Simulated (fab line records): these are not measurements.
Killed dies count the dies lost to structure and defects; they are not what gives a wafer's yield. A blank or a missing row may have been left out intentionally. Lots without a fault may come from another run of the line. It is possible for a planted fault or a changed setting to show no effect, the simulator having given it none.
fab line records | flow sky130
record: lots: 5 wafers: 15 last-day: 50
route steps=708 shown VT_ADJUST_LVTN@100 VT_ADJUST_NCORE@119
lots that met no fault: taken from a fault-free run of the same line
start-h: hours from the record's first day to the start of the lot's first wafer shown | wait-h: time in hours since the lot's previous step | " same as the row above | L1.1+2: a single row standing in for several wafers | - no value, or no start was given | * or withheld: withheld | < > ~ a bound
route shown NAME@n: NAME is a module with steps in the file, n the number in the route of the first one | usual: average and standard deviation across the fault-free wafers | same: alike in all rows | chamber/n: place in a boat | sites: each site's reading | _std_site: the values' standard deviation | _edge_site: mean of outer sites minus mean of inner sites | radius-mm: how far each site lies from the wafer's centre | mask NAME#n: copy n | behind: the most recent tool/chamber to have shaped the wafer | hold: why the lot went on hold/how many hours it stayed there/how the hold came to an end | device: transistor that didn't switch, given as n, p or np | end of line: at the end of the route, the tests of the same wafers | a step with no rows: only its recipe | killed: count of dies lost to structure and defects at first sort (not the wafer's yield) | map: the dies of a wafer, with x for killed, . for not killed, _ for no die there
set.NAME: the setting the step ran with; set.NAME@STEP: the setting that earlier step ran with | model.NAME: the simulator's own value behind a step, which no gauge read
lots at some steps of the route; a table a step, a row a wafer
services: the hour from which a tool's chamber was out of use, counted from the record's first day as start-h (under 0 if before that day), plus the number of hours and why
== steps ==
step: SKY_VT_ADJUST_LVTN_SOFTBAKE_03
recipe: temp-c: 110 time-s: withheld
step: SKY_VT_ADJUST_LVTN_EXPOSE_04
recipe: mask-id: NWM_COMPLEMENT_LESS_NATIVE na: 0.6 source-shape: conventional sigma-outer: 0.6 polarization: unpolarized target-cd-nm: 840 dose-mj: 194
step: SKY_VT_ADJUST_LVTN_PEB_05
recipe: temp-c: 115 time-s: withheld
step: SKY_VT_ADJUST_LVTN_DEVELOP_06
recipe: wall-angle-deg: 90 developer: TMAH develop-time-s: 60 dev-temp-c: 23
step: SKY_VT_ADJUST_LVTN_OVL_MEAS_07
usual: VT_ADJUST_LVTN_OVL: -0.5/1.4
columns lot.wafer tool chamber start-h wait-h VT_ADJUST_LVTN_OVL[nm]
L492.4 overlay-02 - 189.64 - -3.0
L492.5 " - " " -1.8
L492.6 " - " " -0.1
L495.1 overlay-02 - 212.54 - -0.9
L495.2 " - " " -0.3
L495.6 " - " " 0.5
L502.1 overlay-02 - 265.12 - -0.8
L502.4 " - " " -0.9
L502.6 " - " " -1.7
L505.1 overlay-02 - 281.69 - 0.1
L505.4 " - " " 0.5
L505.6 " - " " 0.5
L506.1 overlay-01 - 284.49 - -1.8
L506.4 " - " " -2.6
L506.6 " - " " -1.1
step: SKY_VT_ADJUST_LVTN_IMPLANT_08
recipe: species: B energy-kev: 30 dose-cm2: 1.57e+12 tilt-deg: withheld
step: SKY_VT_ADJUST_LVTN_STRIP_09
recipe: chemistry: O2/N2 power-w: 1400 pressure-mtorr: 1500 platen-temp-c: withheld o2-flow-sccm: 3000 n2-flow-sccm: 300 overash-fraction: 0.5
usual: drypump-motor-current-A: 5.8/0.56 n2-flow-sccm: 299.9/0.92 o2-flow-sccm: 3000/9.3 oes-product-au: 0.722/0.0049 strip-time-to-endpoint-s: 37.02/0.091
columns lot.wafer tool chamber start-h wait-h drypump-motor-current-A n2-flow-sccm o2-flow-sccm oes-product-au rf-hours-counter-h strip-time-to-endpoint-s
L492.4 plasma-asher-04 0 189.84 0.1 5.2 299.1 3004 0.725 - 37.07
L492.5 " 0 " " 5.1 300.0 2998 0.723 - 37.09
L492.6 " 1 " " 5.1 300.5 3000 0.725 - 37.10
L495.1 plasma-asher-04 0 212.72 0.1 5.2 300.3 3009 0.714 9 37.06
L495.2 " 1 " " 5.1 300.5 3020 0.714 9 37.03
L495.6 " 0 " " 5.1 300.2 3010 0.722 - 37.03
L502.1 plasma-asher-04 1 265.31 0.1 5.1 300.5 3000 0.729 15 37.19
L502.4 " 1 " " 5.1 302.0 2997 0.729 - 37.12
L502.6 " 0 " " 5.1 300.2 2997 0.722 - 37.06
L505.1 plasma-asher-02 1 281.87 0.1 6.3 301.4 2988 0.725 61 37.07
L505.4 " 1 " " 6.3 301.2 3003 0.727 - 37.17
L505.6 " 0 " " 6.4 301.2 2989 0.717 - 37.12
L506.1 plasma-asher-02 0 284.77 0.2 6.4 300.7 2994 0.719 61 36.80
L506.4 " 0 " " 6.4 299.9 2984 0.724 - 36.90
L506.6 " 0 " " 6.4 299.4 3015 0.720 - 36.91
step: SKY_VT_ADJUST_LVTN_TW_MEAS_10
usual: VT_ADJUST_LVTN_TW: 242.3/1.8
columns lot.wafer tool chamber start-h wait-h VT_ADJUST_LVTN_TW
L492.4 film-metro-03 - 189.94 0.1 239.4
L492.5 " - " " 240.2
L492.6 " - " " 240.6
L495.1 film-metro-03 - 212.82 0.1 240.4
L495.2 " - " " 240.6
L495.6 " - " " 242.0
L502.1 film-metro-03 - 265.41 0.1 240.3
L502.4 " - " " 241.6
L502.6 " - " " 241.4
L505.1 film-metro-03 - 281.97 0.1 241.5
L505.4 " - " " 241.8
L505.6 " - " " 241.4
L506.1 film-metro-01 - 284.87 0.1 242.5
L506.4 " - " " 243.5
L506.6 " - " " 242.7
step: SKY_VT_ADJUST_LVTN_DEHYDRATE_11
recipe: temp-c: 200 time-s: 60
step: SKY_VT_ADJUST_LVTN_HMDS_12
recipe: prime-time-s: 60 prime-temp-c: 120
step: SKY_VT_ADJUST_LVTN_COAT_13
recipe: resist: NOVOLAK spin-rpm: 3000 resist-thk-nm: 1140
step: SKY_VT_ADJUST_LVTN_SOFTBAKE_14
recipe: temp-c: 90 time-s: 60 resist: NOVOLAK
step: SKY_VT_ADJUST_LVTN_EXPOSE_15
recipe: mask-id: HVN_STD_DERIVED na: 0.6 source-shape: conventional sigma-outer: 0.6 polarization: unpolarized target-cd-nm: 600 dose-mj: 163
usual: focus-offset-nm: 0.0/0.61
columns lot.wafer tool chamber start-h wait-h mask focus-offset-nm
L492.4 iline-stepper-01 0 200.97 - HVN_STD_DERIVED#0 -0.3
L492.5 " 0 " " HVN_STD_DERIVED#0 -0.4
L492.6 " 0 " " HVN_STD_DERIVED#0 -0.9
L495.1 iline-stepper-02 0 223.24 - HVTPM#0 0.2
L495.2 " 0 " " HVTPM#0 0.2
L495.6 " 0 " " HVTPM#0 1.4
L502.1 iline-stepper-01 0 277.62 - HVN_STD_DERIVED#0 0.1
L502.4 " 0 " " HVN_STD_DERIVED#0 0.1
L502.6 " 0 " " HVN_STD_DERIVED#0 -0.2
L505.1 iline-stepper-02 0 295.00 - HVN_STD_DERIVED#0 0.1
L505.4 " 0 " " HVN_STD_DERIVED#0 -0.1
L505.6 " 0 " " HVN_STD_DERIVED#0 0.8
L506.1 iline-stepper-02 0 298.20 - HVN_STD_DERIVED#0 -0.2
L506.4 " 0 " " HVN_STD_DERIVED#0 0.1
L506.6 " 0 " " HVN_STD_DERIVED#0 -0.3
step: SKY_VT_ADJUST_LVTN_PEB_16
recipe: temp-c: withheld time-s: * resist: NOVOLAK
step: SKY_VT_ADJUST_LVTN_DEVELOP_17
recipe: resist: NOVOLAK developer: TMAH develop-time-s: 60 dev-temp-c: 23
step: SKY_VT_ADJUST_LVTN_OVL_MEAS_18
usual: VT_ADJUST_LVTN_01_OVL: -0.3/1.2
columns lot.wafer tool chamber start-h wait-h VT_ADJUST_LVTN_01_OVL[nm]
L492.4 overlay-01 - 211.97 0.1 1.4
L492.5 " - " " -0.3
L492.6 " - " " 0.5
L495.1 overlay-02 - 233.94 0.1 -
L495.2 " - " " -
L495.6 " - " " -
L502.1 overlay-01 - 289.80 0.1 -0.9
L502.4 " - " " 1.2
L502.6 " - " " -1.9
L505.1 overlay-02 - 307.92 0.1 -1.4
L505.4 " - " " 0.1
L505.6 " - " " -0.9
L506.1 overlay-01 - 310.75 0.1 0.0
L506.4 " - " " -1.1
L506.6 " - " " -1.5
step: SKY_VT_ADJUST_LVTN_IMPLANT_19
recipe: species: B energy-kev: 30 dose-cm2: 6.5e+11 tilt-deg: withheld
step: SKY_VT_ADJUST_LVTN_STRIP_20
recipe: chemistry: O2/N2 power-w: 1400 pressure-mtorr: 1500 platen-temp-c: withheld o2-flow-sccm: 3000 n2-flow-sccm: 300 overash-fraction: 0.5
usual: drypump-motor-current-A: 5.9/0.54 n2-flow-sccm: 300.1/0.95 o2-flow-sccm: 2999/9.6 oes-product-au: 0.716/0.0048 strip-time-to-endpoint-s: 14.18/0.042
columns lot.wafer tool chamber start-h wait-h drypump-motor-current-A n2-flow-sccm o2-flow-sccm oes-product-au rf-hours-counter-h strip-time-to-endpoint-s
L492.4 plasma-asher-02 0 212.17 0.1 6.4 300.1 3004 0.722 - 14.25
L492.5 " 1 " " 6.3 299.8 3004 0.704 - 14.18
L492.6 " 0 " " 6.4 299.6 2987 0.719 - 14.24
L495.1 plasma-asher-01 1 234.12 0.1 5.4 300.3 2997 0.717 52 14.18
L495.2 " 0 " " 6.1 299.8 2988 0.715 52 14.13
L495.6 " 0 " " 6.1 300.9 3003 0.708 - 14.18
L502.1 plasma-asher-02 0 289.98 0.1 6.4 300.2 3003 0.710 62 14.13
L502.4 " 0 " " 6.4 298.7 2997 0.723 - 14.16
L502.6 " 1 " " 6.3 300.6 3000 0.710 - 14.11
L505.1 plasma-asher-04 0 308.11 0.1 5.2 298.9 3010 0.715 17 14.09
L505.4 " 0 " " 5.1 300.2 3003 0.713 - 14.07
L505.6 " 1 " " 5.1 301.7 2988 0.713 - 14.13
L506.1 plasma-asher-02 1 310.93 0.1 6.3 299.9 3010 0.712 64 14.20
L506.4 " 0 " " 6.4 299.3 2984 0.721 - 14.17
L506.6 " 1 " " 6.3 298.7 3002 0.709 - 14.16
step: SKY_VT_ADJUST_LVTN_TW_MEAS_21
usual: VT_ADJUST_LVTN_2_TW: 189.3/1.3
columns lot.wafer tool chamber start-h wait-h VT_ADJUST_LVTN_2_TW
L492.4 film-metro-02 - 212.26 0.1 187.2
L492.5 " - " " 187.6
L492.6 " - " " 187.5
L495.1 film-metro-02 - 234.22 0.1 30.1
L495.2 " - " " 30.3
L495.6 " - " " 30.1
L502.1 film-metro-01 - 290.08 0.1 190.6
L502.4 " - " " 190.5
L502.6 " - " " 189.9
L505.1 film-metro-01 - 308.21 0.1 190.1
L505.4 " - " " 190.3
L505.6 " - " " 190.0
L506.1 film-metro-02 - 311.03 0.1 190.5
L506.4 " - " " 189.7
L506.6 " - " " 190.1
step: SKY_VT_ADJUST_NCORE_DEHYDRATE_00
recipe: temp-c: 200 time-s: 60
== services ==
columns tool chamber start-h hours kind
iline-stepper-01 0 180.05 - calibration
plasma-asher-01 - 180.68 1.0 repair
plasma-asher-01 - 190.72 5.4 repair
plasma-asher-01 - 193.62 7.4 repair
iline-stepper-02 - 194.85 22.4 repair
iline-stepper-02 - 229.95 4.1 repair
iline-stepper-02 0 234.55 - calibration
plasma-asher-01 - 239.41 1.6 repair
iline-stepper-01 - 247.71 8.0 repair
iline-stepper-01 - 249.14 0.7 repair
iline-stepper-02 - 255.68 1.7 pm
plasma-asher-01 - 267.53 15.6 pm
plasma-asher-04 - 277.87 0.9 repair
plasma-asher-04 - 278.74 14.6 pm
plasma-asher-01 - 283.13 2.8 pm
iline-stepper-01 - 286.48 1.7 pm
iline-stepper-01 - 306.24 2.3 repair
== key ==
first-sign: step: SKY_VT_ADJUST_LVTN_EXPOSE_15 reading: mask direction: changed
effect: step: SKY_VT_ADJUST_LVTN_OVL_MEAS_18 reading: VT_ADJUST_LVTN_01_OVL direction: missing
effect: step: SKY_VT_ADJUST_LVTN_TW_MEAS_21 reading: VT_ADJUST_LVTN_2_TW direction: down sigmas: 99+ usual: 189.3 struck: 30.2
met-at SKY_VT_ADJUST_LVTN_EXPOSE_15
struck-wafers L495.1,L495.2,L495.6
sort-left-out L495.1,L495.2,L495.6
tester-left-out L495
fault: kind: wrong-mask tool: any chamber: - onset-h: 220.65 steps: SKY_VT_ADJUST_LVTN_EXPOSE_15 aux-copy: HVTPM#0 scope: struck-lots-only
tester-left-out: of these lots the tester's yield and bins aren't shown, on N5 and GAA mostly nor the transistor test; their killed dies are dies lost to structure and defects alone, not to doping, threshold or leakage, so they don't give the yield
sort-left-out: the simulated sort isn't trusted on such a fault, so these wafers' sort isn't shown, and their yield isn't known
